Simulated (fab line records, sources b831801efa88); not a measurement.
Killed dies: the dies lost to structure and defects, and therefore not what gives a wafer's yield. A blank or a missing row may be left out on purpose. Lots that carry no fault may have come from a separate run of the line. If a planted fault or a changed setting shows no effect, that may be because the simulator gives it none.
Which tool was responsible? ; flow sky130 ; Sampling: 24 lots, 72 wafers, 6 of 708 route steps

## WHAT THE GAUGES READ, wafer by wafer
SKY_METAL4_OVL_MEAS_14. Usual: METAL4_OVL typically reads 3 nm, with standard deviation 4.5.
lot;measured;on;METAL4_OVL (nm);flag
L074;day 41 11:46;overlay-01;4 6 5;
L075;day 42 01:57;overlay-01;1 6 8;
L076;day 42 19:09;overlay-01;1 -2 6;
L077;day 43 03:05;overlay-02;9 10 1;
L079;day 43 07:14;overlay-02;4 2 2;
L078;day 43 13:01;overlay-02;-6 -1 -4;
L080;day 43 17:20;overlay-01;0 -1 -3;
L081;day 44 04:46;overlay-02;-4 -8 -4;
L082;day 44 05:17;overlay-02;3 1 3;
L083;day 44 07:14;overlay-01;5 5 3;
L084;day 44 15:54;overlay-02;8 7 10;
L085;day 45 00:50;overlay-02;1 -3 4;
L086;day 45 06:11;overlay-01;4 1 6;
L087;day 45 13:14;overlay-02;6 -4 -1;
L089;day 45 19:20;overlay-02;3 -3 -1;
L088;day 45 22:31;overlay-01;8 -1 -1;
L090;day 46 06:31;overlay-01;3 2 2;
L091;day 46 11:54;overlay-02;8 15 11;
L092;day 46 15:07;overlay-01;0 7 8;
L093;day 46 22:20;overlay-02;-3 -1 2;
L094;day 47 07:13;overlay-01;3 -4 1;
L095;day 47 07:26;overlay-01;2 3 2;
L096;day 47 10:47;overlay-01;-5 1 -4;
L097;day 47 18:52;overlay-01;5 7 0;

SKY_PAD_OPEN_BOW_MEAS_13. Usual: PAD_OPEN_BOW typically reads 50 um, with standard deviation 8.1.
lot;measured;on;PAD_OPEN_BOW (um);flag
L074;day 45 13:04;film-metro-01;56 55 50;
L075;day 46 01:52;film-metro-01;66 55 42;
L076;day 46 16:53;film-metro-03;47 47 46;
L077;day 46 22:59;film-metro-02;47 36 41;
L079;day 47 04:01;film-metro-02;64 60 43;
L078;day 47 10:36;film-metro-01;45 49 60;
L080;day 47 10:41;film-metro-02;41 39 44;
L081;day 47 22:11;film-metro-01;61 53 59;
L082;day 47 23:12;film-metro-01;49 36 49;
L083;day 48 00:08;film-metro-03;56 64 54;
L084;day 48 08:39;film-metro-03;40 50 42;
L085;day 48 16:29;film-metro-01;42 43 42;
L086;day 48 20:23;film-metro-03;56 53 58;
L087;day 49 02:14;film-metro-02;45 52 46;
L089;day 49 07:29;film-metro-03;39 39 49;
L088;day 49 11:38;film-metro-03;48 58 50;
L090;day 49 16:56;film-metro-03;62 52 46;
L091;day 49 21:44;film-metro-02;51 59 63;
L092;day 50 00:09;film-metro-02;30 40 44;
L093;day 50 06:01;film-metro-02;47 48 51;
L094;day 50 12:55;film-metro-01;63 49 49;
L095;day 50 13:14;film-metro-02;49 43 51;
L096;day 50 15:54;film-metro-01;55 47 52;
L097;day 50 21:47;film-metro-01;51 54 62;

## TOOL THAT RAN EACH LOT (tool first, then ch and the chambers of the sampled wafers, then the start)
lot;SKY_METAL3_ETCH_17;SKY_VIA4_STRIP_13;SKY_METAL5_SPUTTER_01;SKY_PASSIVATION_STRIP_12
L074;rie-diel-04 ch 0,3, day 38 07:36;plasma-asher-01 ch 0,1, day 42 12:29;pvd-sputter-02, day 42 14:05;plasma-asher-01 ch 0,1, day 44 13:32
L075;rie-diel-04 ch 1,2,3, day 38 21:31;plasma-asher-04 ch 0,1, day 43 02:55;pvd-sputter-02, day 43 04:11;plasma-asher-02 ch 0,1, day 45 02:14
L076;rie-diel-01 ch 1,2,3, day 39 15:04;plasma-asher-03 ch 0,1, day 43 19:07;pvd-sputter-03, day 43 20:25;plasma-asher-02 ch 0,1, day 45 18:05
L077;rie-diel-04 ch 0,2,3, day 39 23:16;plasma-asher-04 ch 0,1, day 44 03:25;pvd-sputter-02, day 44 04:43;plasma-asher-04 ch 1, day 46 00:16
L079;rie-diel-02 ch 0,2,3, day 40 03:46;plasma-asher-01 ch 0,1, day 44 07:19;pvd-sputter-02, day 44 08:36;plasma-asher-02 ch 0,1, day 46 04:53
L078;rie-diel-04 ch 0,1,3, day 40 09:47;plasma-asher-01 ch 0,1, day 44 13:08;pvd-sputter-03, day 44 14:29;plasma-asher-02 ch 0,1, day 46 11:01
L080;rie-diel-04 ch 0,2, day 40 15:05;plasma-asher-01 ch 0,1, day 44 17:04;pvd-sputter-04, day 44 18:22;plasma-asher-02 ch 0,1, day 46 12:35
L081;rie-diel-04 ch 0,1,3, day 41 03:09;plasma-asher-03 ch 0,1, day 45 04:31;pvd-sputter-02, day 45 05:50;plasma-asher-02 ch 0,1, day 46 23:50
L082;rie-diel-02 ch 2,3, day 41 03:52;plasma-asher-04 ch 0,1, day 45 04:52;pvd-sputter-04, day 45 06:08;plasma-asher-02 ch 0,1, day 47 01:05
L083;rie-diel-04 ch 0,1, day 41 05:37;plasma-asher-03 ch 0,1, day 45 06:50;pvd-sputter-03, day 45 08:08;plasma-asher-02 ch 0,1, day 47 02:52
L084;rie-diel-02 ch 0,2,3, day 41 15:45;plasma-asher-01 ch 0,1, day 45 14:40;pvd-sputter-04, day 45 16:01;plasma-asher-02 ch 0,1, day 47 10:58
L085;rie-diel-01 ch 1,3, day 42 01:11;plasma-asher-03 ch 0, day 45 23:08;pvd-sputter-02, day 46 00:27;plasma-asher-04 ch 1, day 47 18:50
L086;rie-diel-04 ch 2,3, day 42 06:33;plasma-asher-03 ch 0,1, day 46 04:32;pvd-sputter-04, day 46 06:26;plasma-asher-02 ch 0,1, day 48 00:23
L087;rie-diel-04 ch 0,1,2, day 42 14:41;plasma-asher-03 ch 0,1, day 46 11:19;pvd-sputter-02, day 46 12:37;plasma-asher-02 ch 0,1, day 48 05:43
L089;rie-diel-01 ch 1,2, day 42 21:47;plasma-asher-01 ch 0,1, day 46 17:13;pvd-sputter-02, day 46 18:31;plasma-asher-01 ch 0,1, day 48 10:44
L088;rie-diel-02 ch 0,1, day 43 00:50;plasma-asher-01 ch 0,1, day 46 22:16;pvd-sputter-02, day 46 23:34;plasma-asher-04 ch 0,1, day 48 15:16
L090;rie-diel-02 ch 1,2,3, day 43 09:50;plasma-asher-01 ch 0, day 47 04:41;pvd-sputter-04, day 47 06:01;plasma-asher-04 ch 0,1, day 48 21:17
L091;rie-diel-04 ch 0,1,3, day 43 15:25;plasma-asher-01 ch 0,1, day 47 10:37;pvd-sputter-03, day 47 11:55;plasma-asher-01 ch 0,1, day 49 02:37
L092;rie-diel-01 ch 0,1,3, day 43 18:51;plasma-asher-04 ch 0,1, day 47 12:41;pvd-sputter-02, day 47 13:59;plasma-asher-01 ch 0,1, day 49 04:32
L093;rie-diel-02 ch 2,3, day 44 02:36;plasma-asher-01 ch 0,1, day 47 20:05;pvd-sputter-02, day 47 21:24;plasma-asher-02 ch 0,1, day 49 11:28
L094;rie-diel-04 ch 1,2,3, day 44 11:51;plasma-asher-03 ch 0,1, day 48 04:23;pvd-sputter-04, day 48 05:44;plasma-asher-04 ch 0,1, day 49 18:37
L095;rie-diel-01 ch 2,3, day 44 12:14;plasma-asher-03 ch 0,1, day 48 05:02;pvd-sputter-02, day 48 06:20;plasma-asher-01 ch 0,1, day 49 19:19
L096;rie-diel-04 ch 0,3, day 44 16:56;plasma-asher-03 ch 0,1, day 48 07:38;pvd-sputter-02, day 48 09:19;plasma-asher-04 ch 0,1, day 49 21:43
L097;rie-diel-01 ch 1,2, day 45 02:13;plasma-asher-01 ch 0,1, day 48 15:28;pvd-sputter-02, day 48 16:49;plasma-asher-02 ch 0,1, day 50 04:40
- SKY_METAL3_ETCH_17: etches SiO2 in C4F8/O2/Ar, stops on TiN, time 3.9 s, target depth 15 nm.
- SKY_VIA4_STRIP_13: strips in O2/N2.
- SKY_METAL5_SPUTTER_01: material TiN, target thk 20 nm, time 16.7 s.
- SKY_PASSIVATION_STRIP_12: strips in O2/N2.

## WHAT THE TOOLS THEMSELVES READ (means of the sampled wafers that have a number; where no wafer has one, the mark that the record gives instead)
SKY_METAL3_ETCH_17. Usual: 0.755 a.u. for oes-product-au, sd 0.0066.
lot;tool;oes-product-au (a.u.);flag
L074;rie-diel-04;0.761;
L075;rie-diel-04;0.762;
L076;rie-diel-01;0.753;
L077;rie-diel-04;0.752;
L079;rie-diel-02;0.757;
L078;rie-diel-04;0.754;
L080;rie-diel-04;0.750;
L081;rie-diel-04;0.752;
L082;rie-diel-02;0.757;
L083;rie-diel-04;0.761;
L084;rie-diel-02;0.755;
L085;rie-diel-01;0.751;
L086;rie-diel-04;0.759;
L087;rie-diel-04;0.760;
L089;rie-diel-01;0.751;
L088;rie-diel-02;0.759;
L090;rie-diel-02;0.756;
L091;rie-diel-04;0.750;
L092;rie-diel-01;0.761;
L093;rie-diel-02;0.752;
L094;rie-diel-04;0.754;
L095;rie-diel-01;0.763;
L096;rie-diel-04;0.759;
L097;rie-diel-01;0.757;

SKY_VIA4_STRIP_13. Usual: drypump-motor-current-A 5.4 A, standard deviation 0.31; oes-product-au 0.709 a.u., standard deviation 0.0044; strip-time-to-endpoint-s 12.806 s, standard deviation 0.029.
lot;tool;drypump-motor-current-A (A);oes-product-au (a.u.);strip-time-to-endpoint-s (s);flag
L074;plasma-asher-01;5.1;0.711;12.826;
L075;plasma-asher-04;5.2;0.706;12.844;
L076;plasma-asher-03;5.7;0.705;12.809;
L077;plasma-asher-04;5.2;0.707;12.812;
L079;plasma-asher-01;5.2;0.710;12.849;
L078;plasma-asher-01;5.1;0.703;12.834;
L080;plasma-asher-01;5.0;0.713;12.827;
L081;plasma-asher-03;5.6;0.709;12.781;
L082;plasma-asher-04;5.2;0.708;12.796;
L083;plasma-asher-03;5.6;0.711;12.822;
L084;plasma-asher-01;5.2;0.711;12.792;
L085;plasma-asher-03;5.6;0.715;12.795;
L086;plasma-asher-03;5.6;0.707;12.810;
L087;plasma-asher-03;5.7;0.710;12.797;
L089;plasma-asher-01;5.3;0.710;12.793;
L088;plasma-asher-01;5.1;0.708;12.784;
L090;plasma-asher-01;5.4;0.707;12.780;
L091;plasma-asher-01;5.2;0.706;12.828;
L092;plasma-asher-04;5.2;0.715;12.788;
L093;plasma-asher-01;5.2;0.714;12.779;
L094;plasma-asher-03;5.6;0.709;12.794;
L095;plasma-asher-03;5.7;0.709;12.795;
L096;plasma-asher-03;5.7;0.714;12.776;
L097;plasma-asher-01;5.1;0.709;12.805;

SKY_METAL5_SPUTTER_01. Usual: 30.4 % for throttle-valve-pct, sd 0.86.
lot;tool;throttle-valve-pct (%);flag
L074;pvd-sputter-02;30.3;
L075;pvd-sputter-02;30.3;
L076;pvd-sputter-03;29.4;
L077;pvd-sputter-02;30.6;
L079;pvd-sputter-02;30.3;
L078;pvd-sputter-03;28.8;
L080;pvd-sputter-04;30.3;
L081;pvd-sputter-02;30.1;
L082;pvd-sputter-04;30.9;
L083;pvd-sputter-03;29.7;
L084;pvd-sputter-04;30.5;
L085;pvd-sputter-02;30.9;
L086;pvd-sputter-04;31.1;
L087;pvd-sputter-02;30.3;
L089;pvd-sputter-02;30.4;
L088;pvd-sputter-02;30.7;
L090;pvd-sputter-04;30.3;
L091;pvd-sputter-03;29.9;
L092;pvd-sputter-02;30.6;
L093;pvd-sputter-02;30.8;
L094;pvd-sputter-04;30.7;
L095;pvd-sputter-02;30.8;
L096;pvd-sputter-02;30.7;
L097;pvd-sputter-02;30.4;

SKY_PASSIVATION_STRIP_12. Usual: drypump-motor-current-A 5.5 A, standard deviation 0.37; oes-product-au 0.661 a.u., standard deviation 0.0044; strip-time-to-endpoint-s 31.52 s, standard deviation 0.14.
lot;tool;drypump-motor-current-A (A);oes-product-au (a.u.);strip-time-to-endpoint-s (s);flag
L074;plasma-asher-01;5.2;0.661;31.41;
L075;plasma-asher-02;5.6;0.661;31.50;
L076;plasma-asher-02;5.5;0.660;31.54;
L077;plasma-asher-04;5.4;0.662;31.54;
L079;plasma-asher-02;5.8;0.663;31.58;
L078;plasma-asher-02;5.8;0.660;31.53;
L080;plasma-asher-02;5.8;0.656;31.68;
L081;plasma-asher-02;5.6;0.664;31.57;
L082;plasma-asher-02;5.5;0.659;31.53;
L083;plasma-asher-02;5.8;0.659;31.28;
L084;plasma-asher-02;5.6;0.663;31.59;
L085;plasma-asher-04;5.4;0.658;31.41;
L086;plasma-asher-02;5.8;0.662;31.57;
L087;plasma-asher-02;5.6;0.661;31.48;
L089;plasma-asher-01;5.2;0.661;31.55;
L088;plasma-asher-04;5.2;0.663;31.33;
L090;plasma-asher-04;5.2;0.661;31.52;
L091;plasma-asher-01;5.3;0.661;31.65;
L092;plasma-asher-01;5.2;0.660;31.50;
L093;plasma-asher-02;5.8;0.662;31.77;
L094;plasma-asher-04;5.3;0.655;31.37;
L095;plasma-asher-01;5.2;0.661;31.49;
L096;plasma-asher-04;5.2;0.663;31.74;
L097;plasma-asher-02;5.6;0.660;31.39;

## THE ANSWER, worked out from the rows above alone
Rule: take the mean of a lot's wafers that have a number; if it is more than 3 standard deviations from the usual mean, the lot is off. A lot without any number at a reading at which 4 lots or more have one is off too. Any other lot the step has rows for is counted as sound. After the gauges, taken in route order, come the tools' own readings; for these a lot's mean is taken, as printed above. At the first step where some lot is off, the reading lying furthest off is the one used; lots without a number count as furthest.
No lot is off at any reading shown: from this, nothing can be told.

## WHAT THE SIMULATOR HAD INSERTED
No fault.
